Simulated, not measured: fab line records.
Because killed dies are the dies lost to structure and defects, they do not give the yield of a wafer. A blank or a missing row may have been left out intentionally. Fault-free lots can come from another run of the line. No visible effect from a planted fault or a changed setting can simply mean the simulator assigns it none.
A single fault, viewed from 2 desks -- flow sfq_line -- what lay behind the numbers comes last; until then each desk has only its own

FOR THE TOOL OWNER'S DESK: cmp-02
The tool's own readings at SFQ_TRILAYER_I0_CMP_CMP_028 (polishes SiO2): means of the sampled wafers that have a number, for each lot that ran on this tool. Any lot whose mean is over 4 standard deviations away from the usual mean is out of limits and marked OUT; that distance is given in the brackets.
Columns: A = motor_current_A at SFQ_TRILAYER_I0_CMP_CMP_028, usual 9.9 A; B = time_to_endpoint_s at SFQ_TRILAYER_I0_CMP_CMP_028, usual 213 s
lot,first seen here,A,B
L977,day 10 19:15,9.9,214
L980,day 12 12:38,9.9,212
L982,day 13 07:28,10.1,213
L983,day 13 17:28,9.8,211
L985,day 14 06:35,9.6,203
L986,day 14 11:23,10.1,206
L994,day 18 08:21,10.0,211
L997,day 19 20:55,10.1,206
L999,day 20 15:38,9.9,219
L100,day 20 23:22,10.1,215
This desk's verdict: no lot among the 10 shows anything out of limits.

FROM THE METROLOGY DESK
Means of the sampled wafers that have a number, per lot and without regard to the tool the lot ran on: this is what the gauges read. Any lot whose mean is over 4 standard deviations away from the usual mean is out of limits and marked OUT; that distance is given in the brackets.
Columns: A = M3_NB_RS at SFQ_M3_RS_MEAS_919, usual 0.886 ohm/sq
lot,first seen here,A
L977,day 34 19:46,0.877
L980,day 35 04:20,0.895
L981,day 35 06:31,0.889
L982,day 35 10:07,0.899
L983,day 35 11:19,0.880
L985,day 35 17:19,0.892
L986,day 35 19:07,0.888
L993,day 42 19:15,0.892
L994,day 43 03:04,0.881
L996,day 44 21:59,0.886
L997,day 45 17:14,0.890
L998,day 46 00:26,0.902
L999,day 46 14:38,0.882
L100,day 47 06:21,0.885
This desk's verdict: no lot among the 14 shows anything out of limits.

TAKEN TOGETHER
Nothing out of limits was seen by the tool owner's desk.
Nothing out of limits was seen by the metrology desk.

WHAT THE SIMULATOR PUT IN
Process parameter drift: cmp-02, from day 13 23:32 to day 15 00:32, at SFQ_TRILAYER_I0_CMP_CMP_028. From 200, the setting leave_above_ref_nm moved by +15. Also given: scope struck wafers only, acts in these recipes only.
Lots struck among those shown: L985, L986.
